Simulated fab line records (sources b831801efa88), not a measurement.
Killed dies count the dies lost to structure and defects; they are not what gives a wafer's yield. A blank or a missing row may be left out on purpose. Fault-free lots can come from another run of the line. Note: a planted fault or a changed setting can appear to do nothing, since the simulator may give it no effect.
Comparing a struck lot with a sound one ; flow sky130 ; 15 out of 708 route steps
Sound: wafers L965.2, L965.3, L965.6. Struck: wafer L972.6. (L972.2, L972.3 of the same lot were not struck and are left out.) The cause comes at the end.
For every step that has rows: the tool of each side, followed by ch and its chambers, followed by its first start. Under that, the readings that differ: sound wafers ; struck wafers ; difference of the means ; sigmas: that difference in standard deviations of wafers without a fault.
alike: words and numbers the same on both sides, and readings whose means are apart by under 2 such deviations; not compared: readings that were withheld, readings missing a value for some wafer, numbers with overlapping values and no deviation given by the record, and bounds like >300 which may hide the same value.
Wherever a step has rows on one side only, a row that says differs or no value, or a row with sigmas, the two part there. When numbers do not overlap yet have no deviation, they are printed without sigmas and do not part them. A reading missing from all wafers of one side parts the sides only when that side holds two or more wafers.

first, 5 steps without rows for these wafers: SKY_VT_ADJUST_LVTN_COAT_02 (resist thk 3000 nm); SKY_VT_ADJUST_LVTN_SOFTBAKE_03; SKY_VT_ADJUST_LVTN_EXPOSE_04 (exposes mask NWM COMPLEMENT LESS NATIVE, target cd 840 nm); SKY_VT_ADJUST_LVTN_PEB_05; SKY_VT_ADJUST_LVTN_DEVELOP_06 (develop time 60 s).
SKY_VT_ADJUST_LVTN_OVL_MEAS_07:
  sound on overlay-01, day 7 04:13; struck on overlay-01, day 8 23:46
reading;sound;struck;difference;sigmas
VT_ADJUST_LVTN_OVL (nm);1.4 2.3 2.4;-0.5;-2.5;-2
following that, these wafers have no rows for 1 step: SKY_VT_ADJUST_LVTN_IMPLANT_08.
SKY_VT_ADJUST_LVTN_STRIP_09: strips in O2/N2.
  sound on plasma asher-01 ch 1, day 7 04:24; struck on plasma asher-01 ch 1, day 8 23:57
reading;sound;struck;difference;sigmas
oes product au (a.u.);0.725 0.720 0.715;0.729;+0.009;+2
  alike: drypump motor current A, n2 flow sccm, strip time to endpoint s
  not compared: rf hours counter h
SKY_VT_ADJUST_LVTN_TW_MEAS_10:
  sound on film metro-04, day 7 04:31; struck on film metro-03, day 9 00:04
reading;sound;struck;difference;sigmas
VT_ADJUST_LVTN_TW;243.6 243.2 242.4;239.4;-3.7;-2
then, 3 steps without rows for these wafers: SKY_VT_ADJUST_LVTN_DEHYDRATE_11 (time 60 s); SKY_VT_ADJUST_LVTN_HMDS_12 (prime time 60 s); SKY_VT_ADJUST_LVTN_COAT_13 (resist thk 1140 nm).
SKY_VT_ADJUST_LVTN_SOFTBAKE_14: time 60 s.
  sound on litho track-03 ch 0, day 7 13:18; struck on litho track-03 ch 0, day 9 09:18
reading;sound;struck;difference;sigmas
run length s (s);89.26 89.44 89.32;95.86;+6.52;+31
  alike: resist line temp C
then, 1 step without rows for these wafers: SKY_VT_ADJUST_LVTN_EXPOSE_15 (exposes mask HVN STD DERIVED, target cd 600 nm).
-- here the record skips 38 days between the struck wafers' starts before and after, leaving off in module VT_ADJUST_LVTN and picking up in module PAD_OPEN (first step shown: number 708 of the route) --
SKY_PAD_OPEN_PROBE_99:
  sound on prober-02, day 45 17:13; struck on prober-02, day 47 18:41
  alike: killed_at_M0_to_M3, killed_at_M4_up, killed at contacts, killed at front end, killed at other, killed dies, killed open, killed short

## WHERE THEY PART
First at SKY_VT_ADJUST_LVTN_OVL_MEAS_07; last, within this record, at SKY_VT_ADJUST_LVTN_SOFTBAKE_14. Later steps at which nothing parts them and some readings are alike: SKY_PAD_OPEN_PROBE_99.

WHY: whatever the simulator had introduced
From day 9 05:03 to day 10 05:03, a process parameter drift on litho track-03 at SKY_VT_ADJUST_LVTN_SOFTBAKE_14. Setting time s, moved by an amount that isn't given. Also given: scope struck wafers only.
